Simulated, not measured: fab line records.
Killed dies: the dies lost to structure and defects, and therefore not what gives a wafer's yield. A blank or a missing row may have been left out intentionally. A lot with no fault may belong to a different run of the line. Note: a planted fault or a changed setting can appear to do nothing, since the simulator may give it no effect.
fab line records	flow sky130
record: lots: 14	wafers: 42	lastDay: 51
route steps=708 shown FIELD_ISO@28 NWELL@67 VT_ADJUST_LVTN@115 VT_ADJUST_NCORE@129
lots untouched by any fault: they come from a run of this same line in which no faults occurred
startH: hours from the record's opening day to when the first of the lot's shown wafers began	waitH: how many hours have passed since the lot's step before this one	" identical to the entry in the row above	L1.1+2: several wafers, shown together as one row	- no value, or no start was given	* or withheld: withheld	< > ~ a bound
route shown NAME@n: names a module that has steps shown in the file, with the first one's number in the route	usual: mean/standard deviation of fault-free wafers	same: alike in all rows	chamber/n: place in a boat	sites: each site's reading	_std_site: standard deviation of those values	_edge_site: mean of outer sites minus mean of inner sites	radiusMm: for every site, how far away it sits from the centre of the wafer	mask NAME#n: copy n	behind: the last tool/chamber to shape the wafer	hold: what put the lot on hold/how long, in hours/how the hold closed	device: the transistor (n, p or np) that didn't switch	end of line: the same wafers' tests at the end of the route	where a step has no rows: the recipe by itself	killed: dies lost to structure and defects at the first sort, not the wafer's yield	map: a wafer's dies, marking killed ones x, the rest . and places with no die _
set.NAME: setting as actually run; set.NAME@STEP: the setting as run at that earlier step	model.NAME: the simulator's own value behind a step, which no gauge read
route steps across a sampled set of lots; one table per step, one row per wafer
services: from which hour (startH, from the record's first day; less than 0 if before it) a tool's chamber was out of use, for how many hours, and why
== steps ==
step: SKY_FIELD_ISO_CMP_27
recipe: stopOn: Si3N4	tOverpolishS: 16	downForcePsi: 4	platenRpm: 60	targetThkNm: 457.8	padVelocityMS: 0.94248
usual: motorCurrentA: 11.7/0.64	overpolishRunS: 16.000/0.0097	timeToEndpointS: 110/3.2
lot.wafer	tool	chamber	startH	waitH	motorCurrentA	overpolishRunS	timeToEndpointS
L891.2	cmp-02	0	44.60	0.1	12.5	15.985	111
L891.3	"	1	"	"	11.9	16.001	108
L891.6	"	2	"	"	12.1	16.003	104
L892.3	cmp-02	1	50.83	0.1	12.2	16.008	111
L892.5	"	0	"	"	11.7	16.009	111
L892.6	"	1	"	"	11.8	15.996	115
L893.2	cmp-01	0	60.67	0.0	9.9	15.995	109
L893.1	"	2	"	"	11.7	16.003	107
L893.6	"	0	"	"	10.4	15.993	113
L895.3	cmp-02	2	69.50	0.0	12.2	15.998	109
L895.1	"	1	"	"	11.4	16.015	112
L895.5	"	2	"	"	12.9	16.004	112
L899.4	cmp-01	2	88.82	0.1	11.7	16.005	110
L899.1	"	0	"	"	11.1	15.973	111
L899.6	"	2	"	"	11.8	16.016	112
L903.2	cmp-02	2	107.45	0.1	11.6	16.010	109
L903.3	"	3	"	"	12.1	15.994	109
L903.1	"	0	"	"	11.3	16.010	111
L905.3	cmp-01	1	118.13	0.0	10.9	15.996	116
L905.2	"	2	"	"	11.4	15.991	114
L905.5	"	2	"	"	11.4	16.014	113
L906.4	cmp-01	0	123.47	0.0	10.2	15.993	110
L906.1	"	3	"	"	12.2	15.991	110
L906.5	"	0	"	"	9.7	15.999	109
L907.2	cmp-02	0	128.68	0.1	12.2	15.993	108
L907.5	"	3	"	"	12.4	15.991	107
L907.6	"	0	"	"	11.4	16.009	110
L908.1	cmp-02	3	134.84	0.0	12.3	16.020	109
L908.4	"	0	"	"	11.6	15.996	109
L908.2	"	1	"	"	12.0	16.007	106
L909.3	cmp-01	2	139.30	0.1	11.6	16.011	110
L909.2	"	3	"	"	12.3	16.014	106
L909.6	"	1	"	"	11.4	15.992	111
L910.4	cmp-02	0	145.71	0.1	12.7	15.990	112
L910.3	"	1	"	"	11.5	15.989	111
L910.5	"	3	"	"	12.3	16.008	110
L911.1	cmp-02	2	148.68	0.0	12.4	15.994	109
L911.2	"	3	"	"	12.1	16.003	107
L911.4	"	0	"	"	11.7	16.014	110
L912.4	cmp-02	1	154.66	0.0	11.7	15.992	116
L912.5	"	1	"	"	12.5	16.002	111
L912.6	"	2	"	"	12.2	15.997	109
step: SKY_NWELL_STRIP_14
recipe: chemistry: O2/N2	powerW: 1400	pressureMtorr: 1500	platenTempC: withheld	o2FlowSccm: 3000	n2FlowSccm: 300	overashFraction: 0.5
usual: chamberPressureMTorr: 1500.1/2.5	drypumpMotorCurrentA: 5.63/0.28	oesProductAu: 0.722/0.0042	stripTimeToEndpointS: 36.94/0.11
same: overashFraction: 0.5
lot.wafer	tool	chamber	startH	waitH	chamberPressureMTorr	drypumpMotorCurrentA	oesProductAu	rfHoursCounterH	stripTimeToEndpointS
L891.2	plasmaAsher-02	0	103.33	0.1	1499.1	5.70	0.722	41	36.93
L891.3	"	0	"	"	1503.3	5.69	0.726	-	36.94
L891.6	"	0	"	"	1498.8	5.70	0.724	-	36.93
L892.3	plasmaAsher-03	0	110.91	0.1	1499.8	5.32	0.722	-	36.90
L892.5	"	0	"	"	1501.1	5.32	0.716	-	36.82
L892.6	"	1	"	"	1497.3	5.22	0.714	-	36.93
L893.1	plasmaAsher-02	0	124.28	0.1	1501.4	5.73	0.726	43	37.18
L893.2	"	1	"	"	1499.8	5.91	0.715	43	37.16
L893.6	"	1	"	"	1500.5	5.93	0.719	-	37.10
L895.1	plasmaAsher-04	1	133.15	0.1	1498.4	5.84	0.718	41	36.92
L895.3	"	0	"	"	1499.1	5.91	0.729	-	37.03
L895.5	"	0	"	"	1499.8	5.92	0.721	-	36.91
L899.1	plasmaAsher-02	0	153.88	0.1	1501.8	5.69	0.724	46	37.00
L899.4	"	0	"	"	1498.9	5.70	0.719	-	36.97
L899.6	"	1	"	"	1500.6	5.95	0.718	-	37.00
L903.1	plasmaAsher-03	0	174.68	0.1	1501.8	5.31	0.720	37	36.90
L903.2	"	1	"	"	1500.2	5.25	0.723	37	37.04
L903.3	"	1	"	"	1499.3	5.26	0.725	-	36.96
L905.2	plasmaAsher-04	0	187.40	0.1	1498.4	5.90	0.719	47	37.03
L905.3	"	0	"	"	1501.8	5.88	0.722	-	36.87
L905.5	"	0	"	"	1500.5	5.92	0.730	-	36.90
L906.1	plasmaAsher-04	0	193.28	0.1	1499.5	5.92	0.715	48	36.79
L906.4	"	1	"	"	1499.3	5.88	0.723	-	36.83
L906.5	"	0	"	"	1499.8	5.89	0.726	-	36.82
L907.2	plasmaAsher-02	1	199.35	0.1	1499.1	5.90	0.725	50	36.80
L907.5	"	1	"	"	1499.2	5.92	0.725	-	36.91
L907.6	"	0	"	"	1498.6	5.71	0.725	-	36.92
L908.1	plasmaAsher-02	0	207.88	0.1	1501.5	5.68	0.720	51	37.23
L908.2	"	1	"	"	1500.5	5.91	0.725	51	37.18
L908.4	"	1	"	"	1499.7	5.93	0.724	-	37.21
L909.2	plasmaAsher-04	1	211.07	0.1	1499.6	5.87	0.718	49	37.06
L909.3	"	0	"	"	1501.2	5.91	0.724	-	37.08
L909.6	"	1	"	"	1504.3	5.83	0.724	-	37.04
L910.3	plasmaAsher-02	1	217.86	0.1	1500.6	5.95	0.723	-	36.84
L910.4	"	0	"	"	1500.2	5.71	0.721	-	36.83
L910.5	"	0	"	"	1500.0	5.71	0.726	-	36.85
L911.1	plasmaAsher-02	1	220.02	0.1	1498.9	5.92	0.719	53	36.85
L911.2	"	0	"	"	1498.1	5.68	0.722	53	36.79
L911.4	"	1	"	"	1501.2	5.95	0.734	-	36.84
L912.4	plasmaAsher-04	1	227.84	0.1	1500.4	5.86	0.721	-	36.99
L912.5	"	1	"	"	1500.6	5.85	0.725	-	36.96
L912.6	"	0	"	"	1499.8	5.91	0.728	-	36.88
step: SKY_VT_ADJUST_LVTN_OVL_MEAS_18
usual: VT_ADJUST_LVTN_01_OVL: 0.8/1.3
lot.wafer	tool	chamber	startH	waitH	VT_ADJUST_LVTN_01_OVL[nm]
L891.2	overlay-01	-	190.75	0.1	3.8
L891.3	"	-	"	"	2.5
L891.6	"	-	"	"	2.6
L892.3	overlay-01	-	201.75	0.1	1.0
L892.5	"	-	"	"	-1.5
L892.6	"	-	"	"	2.6
L893.1	overlay-01	-	215.04	0.1	3.1
L893.2	"	-	"	"	1.6
L893.6	"	-	"	"	0.2
L895.1	overlay-01	-	225.67	0.1	1.3
L895.3	"	-	"	"	2.5
L895.5	"	-	"	"	2.2
L899.1	overlay-02	-	245.59	0.1	1.9
L899.4	"	-	"	"	2.0
L899.6	"	-	"	"	0.4
L903.1	overlay-01	-	266.82	0.1	-0.3
L903.2	"	-	"	"	0.3
L903.3	"	-	"	"	0.6
L905.2	overlay-02	-	280.47	0.1	2.0
L905.3	"	-	"	"	1.4
L905.5	"	-	"	"	0.3
L906.1	overlay-01	-	287.29	0.1	1.2
L906.4	"	-	"	"	0.8
L906.5	"	-	"	"	1.9
L907.2	overlay-02	-	290.82	0.1	0.6
L907.5	"	-	"	"	-0.5
L907.6	"	-	"	"	2.9
L908.1	overlay-02	-	300.82	0.1	0.4
L908.2	"	-	"	"	1.9
L908.4	"	-	"	"	-0.7
L909.2	overlay-02	-	302.89	0.1	0.4
L909.3	"	-	"	"	-0.5
L909.6	"	-	"	"	4.2
L910.3	overlay-01	-	312.05	0.1	-0.2
L910.4	"	-	"	"	-0.4
L910.5	"	-	"	"	0.1
L911.1	overlay-01	-	313.74	0.1	2.0
L911.2	"	-	"	"	-0.4
L911.4	"	-	"	"	2.6
L912.4	overlay-01	-	323.41	0.1	1.2
L912.5	"	-	"	"	2.4
L912.6	"	-	"	"	0.4
step: SKY_VT_ADJUST_LVTN_STRIP_20
recipe: chemistry: O2/N2	powerW: 1400	pressureMtorr: 1500	platenTempC: withheld	o2FlowSccm: 3000	n2FlowSccm: 300	overashFraction: 0.5
usual: chamberPressureMTorr: 1500.0/1.3	drypumpMotorCurrentA: 5.32/0.2	oesProductAu: 0.715/0.0047	overashFraction: 0.5/0	stripTimeToEndpointS: 14.19/0.042
lot.wafer	tool	chamber	startH	waitH	chamberPressureMTorr	drypumpMotorCurrentA	oesProductAu	overashFraction	rfHoursCounterH	stripTimeToEndpointS
L891.2	plasmaAsher-03	0	191.07	0.1	-	-	-	-	-	-
L891.3	"	1	"	"	-	-	-	-	-	-
L891.6	"	0	"	"	-	-	-	-	-	-
L892.3	plasmaAsher-02	1	201.96	0.1	-	-	-	-	-	-
L892.5	"	1	"	"	-	-	-	-	-	-
L892.6	"	0	"	"	-	-	-	-	-	-
L893.1	plasmaAsher-03	1	215.23	0.1	1499.2	5.28	0.706	0.5	41	14.15
L893.2	"	0	"	"	1501.4	5.31	0.712	0.5	41	14.18
L893.6	"	1	"	"	1500.0	5.27	0.713	0.5	-	14.16
L895.1	plasmaAsher-03	1	225.85	0.1	1502.2	5.24	0.708	0.5	43	14.17
L895.3	"	1	"	"	1499.8	5.27	0.717	0.5	-	14.19
L895.5	"	0	"	"	1501.3	5.30	0.713	0.5	-	14.19
L899.1	plasmaAsher-03	1	245.77	0.1	1499.3	5.26	0.719	0.5	45	14.18
L899.4	"	0	"	"	1500.9	5.33	0.714	0.5	-	14.25
L899.6	"	1	"	"	1500.4	5.27	0.717	0.5	-	14.20
L903.1	plasmaAsher-03	0	267.00	0.1	1500.8	5.31	0.719	0.5	47	14.23
L903.2	"	1	"	"	1499.0	5.24	0.712	0.5	47	14.24
L903.3	"	1	"	"	1501.6	5.26	0.714	0.5	-	14.22
L905.2	plasmaAsher-01	1	280.65	0.1	1499.4	5.27	0.719	0.5	15	14.10
L905.3	"	1	"	"	1500.1	5.29	0.709	0.5	-	14.17
L905.5	"	1	"	"	1498.8	5.28	0.716	0.5	-	14.09
L906.1	plasmaAsher-03	0	287.48	0.1	1498.7	5.31	0.715	0.5	49	14.27
L906.4	"	0	"	"	1497.5	5.31	0.717	0.5	-	14.24
L906.5	"	0	"	"	1499.6	5.32	0.719	0.5	-	14.24
L907.2	plasmaAsher-01	1	291.00	0.1	1499.6	5.30	0.717	0.5	17	14.15
L907.5	"	1	"	"	1499.0	5.31	0.718	0.5	-	14.18
L907.6	"	0	"	"	1500.0	5.09	0.711	0.5	-	14.18
L908.1	plasmaAsher-02	1	301.00	0.1	1499.4	5.92	0.711	0.5	61	14.23
L908.2	"	0	"	"	1498.2	5.67	0.714	0.5	61	14.19
L908.4	"	1	"	"	1498.6	5.95	0.711	0.5	-	14.23
L909.2	plasmaAsher-03	0	303.07	0.1	1501.6	5.34	0.725	0.5	50	14.23
L909.3	"	1	"	"	1501.2	5.25	0.720	0.5	-	14.19
L909.6	"	1	"	"	1500.7	5.26	0.728	0.5	-	14.27
L910.3	plasmaAsher-03	1	312.26	0.1	1498.7	5.28	0.715	0.5	-	14.19
L910.4	"	0	"	"	1500.2	5.33	0.721	0.5	-	14.21
L910.5	"	1	"	"	1500.2	5.27	0.727	0.5	-	14.22
L911.1	plasmaAsher-01	0	313.92	0.1	1496.8	5.12	0.712	0.5	19	14.11
L911.2	"	1	"	"	1502.2	5.30	0.715	0.5	19	14.12
L911.4	"	0	"	"	1499.1	5.11	0.709	0.5	-	14.08
L912.4	plasmaAsher-02	1	323.61	0.1	1501.1	5.94	0.714	0.5	-	14.19
L912.5	"	0	"	"	1502.9	5.68	0.711	0.5	-	14.21
L912.6	"	1	"	"	1499.4	5.91	0.719	0.5	-	14.20
step: SKY_VT_ADJUST_NCORE_STRIP_10
recipe: chemistry: O2/N2	powerW: 1400	pressureMtorr: 1500	platenTempC: withheld	o2FlowSccm: 3000	n2FlowSccm: 300	overashFraction: 0.5
usual: chamberPressureMTorr: 1500.1/1.5	drypumpMotorCurrentA: 5.6/0.32	oesProductAu: 0.715/0.0044	stripTimeToEndpointS: 14.20/0.055
same: overashFraction: 0.5
lot.wafer	tool	chamber	startH	waitH	chamberPressureMTorr	drypumpMotorCurrentA	oesProductAu	rfHoursCounterH	stripTimeToEndpointS
L891.2	plasmaAsher-01	1	215.39	0.1	1502.0	5.3	0.725	9	31.32
L891.3	"	1	"	"	1502.1	5.3	0.722	-	31.35
L891.6	"	1	"	"	1500.7	5.3	0.718	-	31.42
L892.3	plasmaAsher-02	1	225.03	0.1	1501.2	5.9	0.713	-	31.33
L892.5	"	1	"	"	1498.8	5.9	0.715	-	31.34
L892.6	"	0	"	"	1499.7	5.7	0.726	-	31.25
L893.1	plasmaAsher-02	0	238.09	0.1	1498.2	5.7	0.714	55	14.13
L893.2	"	1	"	"	1500.9	5.9	0.711	55	14.14
L893.6	"	1	"	"	1501.8	5.9	0.720	-	14.20
L895.1	plasmaAsher-02	0	248.55	0.1	1499.0	5.7	0.712	56	14.22
L895.3	"	1	"	"	1500.2	5.9	0.712	-	14.20
L895.5	"	1	"	"	1497.3	5.9	0.718	-	14.21
L899.1	plasmaAsher-01	1	268.79	0.1	1496.3	5.3	0.712	14	14.25
L899.4	"	0	"	"	1501.4	5.1	0.714	-	14.24
L899.6	"	1	"	"	1501.2	5.3	0.716	-	14.19
L903.1	plasmaAsher-04	0	291.50	0.1	1501.8	5.9	0.715	57	14.24
L903.2	"	1	"	"	1501.7	5.9	0.712	57	14.25
L903.3	"	1	"	"	1499.4	5.9	0.716	-	14.21
L905.2	plasmaAsher-04	0	305.04	0.1	1499.1	5.9	0.714	58	14.22
L905.3	"	0	"	"	1500.4	5.9	0.716	-	14.22
L905.5	"	0	"	"	1499.0	5.9	0.710	-	14.23
L906.1	plasmaAsher-04	0	312.10	0.1	1501.6	5.9	0.716	59	14.25
L906.4	"	1	"	"	1502.6	5.9	0.716	-	14.27
L906.5	"	0	"	"	1498.6	5.9	0.714	-	14.29
L907.2	plasmaAsher-01	0	315.65	0.1	1501.2	5.1	0.714	19	14.15
L907.5	"	0	"	"	1502.9	5.1	0.713	-	14.13
L907.6	"	1	"	"	1501.4	5.3	0.718	-	14.18
L908.1	plasmaAsher-01	0	326.55	0.1	1503.3	5.1	0.710	20	14.26
L908.2	"	1	"	"	1500.3	5.3	0.713	20	14.30
L908.4	"	0	"	"	1500.6	5.1	0.724	-	14.29
L909.2	plasmaAsher-04	1	328.40	0.1	1500.2	5.9	0.719	60	14.17
L909.3	"	0	"	"	1500.3	5.9	0.713	-	14.21
L909.6	"	0	"	"	1501.8	5.9	0.716	-	14.20
L910.3	plasmaAsher-01	0	337.98	0.1	1497.0	5.1	0.725	-	14.24
L910.4	"	1	"	"	1499.0	5.3	0.719	-	14.25
L910.5	"	0	"	"	1502.0	5.1	0.719	-	14.27
L911.1	plasmaAsher-02	1	339.65	0.1	1500.0	5.9	0.710	65	14.23
L911.2	"	0	"	"	1498.5	5.7	0.713	65	14.18
L911.4	"	1	"	"	1500.3	5.9	0.715	-	14.23
L912.4	plasmaAsher-02	1	350.03	0.1	1497.0	6.0	0.715	-	14.15
L912.5	"	1	"	"	1498.6	5.9	0.719	-	14.20
L912.6	"	0	"	"	1499.6	5.7	0.717	-	14.13
step: SKY_VT_ADJUST_NCORE_TW_MEAS_11
usual: VT_ADJUST_NCORE_TW: 216.3/1.5
lot.wafer	tool	chamber	startH	waitH	VT_ADJUST_NCORE_TW
L891.2	filmMetro-02	-	215.50	0.1	29.5
L891.3	"	-	"	"	29.5
L891.6	"	-	"	"	29.4
L892.3	filmMetro-01	-	225.12	0.1	29.7
L892.5	"	-	"	"	29.7
L892.6	"	-	"	"	29.7
L893.1	filmMetro-01	-	238.19	0.1	217.1
L893.2	"	-	"	"	216.2
L893.6	"	-	"	"	216.3
L895.1	filmMetro-03	-	248.65	0.1	215.8
L895.3	"	-	"	"	215.8
L895.5	"	-	"	"	216.2
L899.1	filmMetro-02	-	268.89	0.1	215.1
L899.4	"	-	"	"	214.9
L899.6	"	-	"	"	216.5
L903.1	filmMetro-02	-	291.60	0.1	215.2
L903.2	"	-	"	"	214.2
L903.3	"	-	"	"	215.6
L905.2	filmMetro-01	-	305.15	0.1	219.7
L905.3	"	-	"	"	219.6
L905.5	"	-	"	"	219.3
L906.1	filmMetro-02	-	312.20	0.1	214.1
L906.4	"	-	"	"	214.5
L906.5	"	-	"	"	213.9
L907.2	filmMetro-02	-	315.76	0.1	214.5
L907.5	"	-	"	"	213.8
L907.6	"	-	"	"	214.1
L908.1	filmMetro-01	-	326.65	0.1	218.1
L908.2	"	-	"	"	218.2
L908.4	"	-	"	"	218.1
L909.2	filmMetro-02	-	328.51	0.1	213.7
L909.3	"	-	"	"	214.0
L909.6	"	-	"	"	215.5
L910.3	filmMetro-03	-	338.07	0.1	217.0
L910.4	"	-	"	"	215.4
L910.5	"	-	"	"	216.2
L911.1	filmMetro-01	-	339.75	0.1	218.9
L911.2	"	-	"	"	219.7
L911.4	"	-	"	"	217.9
L912.4	filmMetro-01	-	350.15	0.1	218.1
L912.5	"	-	"	"	218.9
L912.6	"	-	"	"	217.7
== services ==
tool	chamber	startH	hours	kind
cmp-01	-	30.35	3.2	pm
plasmaAsher-02	-	35.52	2.8	pm
cmp-01	-	46.31	1.3	repair
plasmaAsher-02	-	60.12	9.7	repair
cmp-01	-	63.77	3.0	repair
cmp-02	-	64.00	4.0	pm
cmp-01	-	70.74	3.3	repair
cmp-02	-	72.45	1.2	repair
cmp-02	-	77.62	1.6	repair
plasmaAsher-02	-	86.32	2.8	repair
cmp-01	-	94.47	2.5	repair
plasmaAsher-04	-	103.02	1.0	repair
plasmaAsher-01	-	108.75	9.0	pm
plasmaAsher-02	-	142.43	8.7	repair
cmp-02	-	161.75	3.5	pm
plasmaAsher-01	-	170.90	0.9	repair
cmp-02	-	181.19	0.9	repair
cmp-02	-	190.71	0.3	repair
plasmaAsher-01	-	208.59	2.8	repair
cmp-02	-	233.66	2.2	repair
cmp-02	-	286.03	0.5	repair
cmp-02	-	289.46	5.8	pm
plasmaAsher-04	-	300.06	2.8	pm
plasmaAsher-01	-	346.35	14.6	pm
== key ==
firstSign: step: SKY_VT_ADJUST_LVTN_STRIP_20	reading: toolRecord	direction: missing
effect: step: SKY_VT_ADJUST_NCORE_STRIP_10	reading: stripTimeToEndpointS	direction: up	sigmas: 99+	usual: *	struck: *
effect: step: SKY_VT_ADJUST_NCORE_TW_MEAS_11	reading: VT_ADJUST_NCORE_TW	direction: down	sigmas: 99+	usual: 216.3	struck: 29.6
metAt SKY_VT_ADJUST_LVTN_STRIP_20
struckLots L891,L892
sortLeftOut L891.2,L891.3,L891.6,L892.3,L892.5,L892.6
testerLeftOut L891,L892
notActingAt SKY_FIELD_ISO_CMP_27,SKY_NWELL_STRIP_14,SKY_VT_ADJUST_LVTN_OVL_MEAS_18
fault: kind: skippedStepWhole	tool: plasmaAsher-02,plasmaAsher-03	chamber: -	onsetH: 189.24	steps: SKY_VT_ADJUST_LVTN_STRIP_20	scope: struckLotsOnly
testerLeftOut: of these lots the tester's yield and bins aren't shown, on N5 and GAA mostly nor the transistor test; their killed dies are dies lost to structure and defects alone, not to doping, threshold or leakage, so they don't give the yield
sortLeftOut: the simulated sort isn't trusted on such a fault, so these wafers' sort isn't shown, and their yield isn't known
